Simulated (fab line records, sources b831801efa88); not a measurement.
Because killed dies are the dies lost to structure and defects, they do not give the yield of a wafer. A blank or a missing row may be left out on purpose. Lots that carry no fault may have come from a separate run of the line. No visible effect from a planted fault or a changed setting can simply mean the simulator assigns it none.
Matching of chambers / flow sky130 / rie-diel-01 running SKY_POLY_CUT_ETCH_10: 4 sister chambers
The step etches BARC in N2/H2, stops on SiO2, time 45.9 s, target depth 60 nm. 20 wafers are shown with their chamber, then 10 later ones without.

== WAFERS PAIRED WITH THEIR CHAMBERS ==
wafer=L074.1; chamber=3; throttle-valve-pct (%)=13.222; oes-product-au (a.u.)=0.846; h2-flow-sccm (sccm)=199.5
wafer=L074.3; chamber=1; throttle-valve-pct (%)=13.218; oes-product-au (a.u.)=0.854; h2-flow-sccm (sccm)=199.8
wafer=L074.5; chamber=2; throttle-valve-pct (%)=13.210; oes-product-au (a.u.)=0.862; h2-flow-sccm (sccm)=199.5
wafer=L076.2; chamber=1; throttle-valve-pct (%)=13.197; oes-product-au (a.u.)=0.857; h2-flow-sccm (sccm)=199.2
wafer=L076.4; chamber=0; throttle-valve-pct (%)=13.222; oes-product-au (a.u.)=0.850; h2-flow-sccm (sccm)=198.6
wafer=L076.5; chamber=2; throttle-valve-pct (%)=13.223; oes-product-au (a.u.)=0.847; h2-flow-sccm (sccm)=199.9
wafer=L077.2; chamber=1; throttle-valve-pct (%)=13.245; oes-product-au (a.u.)=0.851; h2-flow-sccm (sccm)=200.0
wafer=L077.3; chamber=0; throttle-valve-pct (%)=13.212; oes-product-au (a.u.)=0.850; h2-flow-sccm (sccm)=200.0
wafer=L077.6; chamber=3; throttle-valve-pct (%)=13.217; oes-product-au (a.u.)=0.850; h2-flow-sccm (sccm)=200.3
wafer=L083.2; chamber=2; throttle-valve-pct (%)=13.207; oes-product-au (a.u.)=0.850; h2-flow-sccm (sccm)=199.5
wafer=L083.4; chamber=0; throttle-valve-pct (%)=13.219; oes-product-au (a.u.)=0.850; h2-flow-sccm (sccm)=200.4
wafer=L083.6; chamber=0; throttle-valve-pct (%)=13.237; oes-product-au (a.u.)=0.857; h2-flow-sccm (sccm)=200.6
wafer=L084.1; chamber=3; throttle-valve-pct (%)=13.219; oes-product-au (a.u.)=0.852; h2-flow-sccm (sccm)=200.1
wafer=L084.3; chamber=2; throttle-valve-pct (%)=13.213; oes-product-au (a.u.)=0.857; h2-flow-sccm (sccm)=200.9
wafer=L084.5; chamber=0; throttle-valve-pct (%)=13.229; oes-product-au (a.u.)=0.851; h2-flow-sccm (sccm)=200.3
wafer=L085.2; chamber=0; throttle-valve-pct (%)=13.229; oes-product-au (a.u.)=0.854; h2-flow-sccm (sccm)=200.7
wafer=L085.3; chamber=1; throttle-valve-pct (%)=13.213; oes-product-au (a.u.)=0.852; h2-flow-sccm (sccm)=200.4
wafer=L085.6; chamber=0; throttle-valve-pct (%)=13.221; oes-product-au (a.u.)=0.850; h2-flow-sccm (sccm)=200.0
wafer=L088.2; chamber=3; throttle-valve-pct (%)=13.226; oes-product-au (a.u.)=0.856; h2-flow-sccm (sccm)=199.3
wafer=L088.4; chamber=2; throttle-valve-pct (%)=13.219; oes-product-au (a.u.)=0.852; h2-flow-sccm (sccm)=199.7

SIGNATURES (averages over the wafers above)
reading=throttle-valve-pct; chamber 0=13.22414; chamber 1=13.21825; chamber 2=13.21440; chamber 3=13.22100; scatter within a chamber=0.0106
reading=oes-product-au; chamber 0=0.85171; chamber 1=0.85350; chamber 2=0.85360; chamber 3=0.85100; scatter within a chamber=0.00403
reading=h2-flow-sccm; chamber 0=200.086; chamber 1=199.850; chamber 2=199.900; chamber 3=199.800; scatter within a chamber=0.602
Rule: a wafer's distance from a chamber is the root of the sum, over the readings, of the square of ((its reading less the chamber's mean) divided by the reading's scatter). If the next closest chamber is less than 2 further off than the closest, the wafer can't be placed; otherwise it belongs to the closest. The scatter: take each reading less its chamber's mean, square it, sum over the shown wafers, divide by the number of wafers less the number of chambers, and take the root.

== WAFERS MISSING THEIR CHAMBER ==
wafer=L088.5; throttle-valve-pct (%)=13.217; oes-product-au (a.u.)=0.856; h2-flow-sccm (sccm)=199.7
wafer=L089.3; throttle-valve-pct (%)=13.232; oes-product-au (a.u.)=0.858; h2-flow-sccm (sccm)=199.6
wafer=L089.4; throttle-valve-pct (%)=13.206; oes-product-au (a.u.)=0.854; h2-flow-sccm (sccm)=199.8
wafer=L089.5; throttle-valve-pct (%)=13.241; oes-product-au (a.u.)=0.853; h2-flow-sccm (sccm)=201.1
wafer=L094.1; throttle-valve-pct (%)=13.226; oes-product-au (a.u.)=0.851; h2-flow-sccm (sccm)=200.1
wafer=L094.3; throttle-valve-pct (%)=13.241; oes-product-au (a.u.)=0.859; h2-flow-sccm (sccm)=200.7
wafer=L094.5; throttle-valve-pct (%)=13.216; oes-product-au (a.u.)=0.850; h2-flow-sccm (sccm)=199.5
wafer=L095.4; throttle-valve-pct (%)=13.217; oes-product-au (a.u.)=0.849; h2-flow-sccm (sccm)=198.7
wafer=L095.5; throttle-valve-pct (%)=13.219; oes-product-au (a.u.)=0.855; h2-flow-sccm (sccm)=198.8
wafer=L095.6; throttle-valve-pct (%)=13.230; oes-product-au (a.u.)=0.856; h2-flow-sccm (sccm)=199.5

== WHICH CHAMBER EACH WENT THROUGH ==
wafer=L088.5; from the rows above=can't be placed: 1 or 2 or 3 or 0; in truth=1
wafer=L089.3; from the rows above=can't be placed: 1 or 0 or 2 or 3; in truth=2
wafer=L089.4; from the rows above=can't be placed: 2 or 1 or 3 or 0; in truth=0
wafer=L089.5; from the rows above=can't be placed: 0 or 3 or 1 or 2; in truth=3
wafer=L094.1; from the rows above=can't be placed: 0 or 3 or 1 or 2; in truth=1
wafer=L094.3; from the rows above=can't be placed: 0 or 1 or 3 or 2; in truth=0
wafer=L094.5; from the rows above=can't be placed: 3 or 1 or 2 or 0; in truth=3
wafer=L095.4; from the rows above=can't be placed: 3 or 1 or 2 or 0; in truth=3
wafer=L095.5; from the rows above=can't be placed: 1 or 2 or 3 or 0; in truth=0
wafer=L095.6; from the rows above=can't be placed: 1 or 0 or 3 or 2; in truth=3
Placed correctly: 0 of 10. Not placeable from these rows: 10 (in 10, the candidates include the true chamber). Placed wrongly: 0.
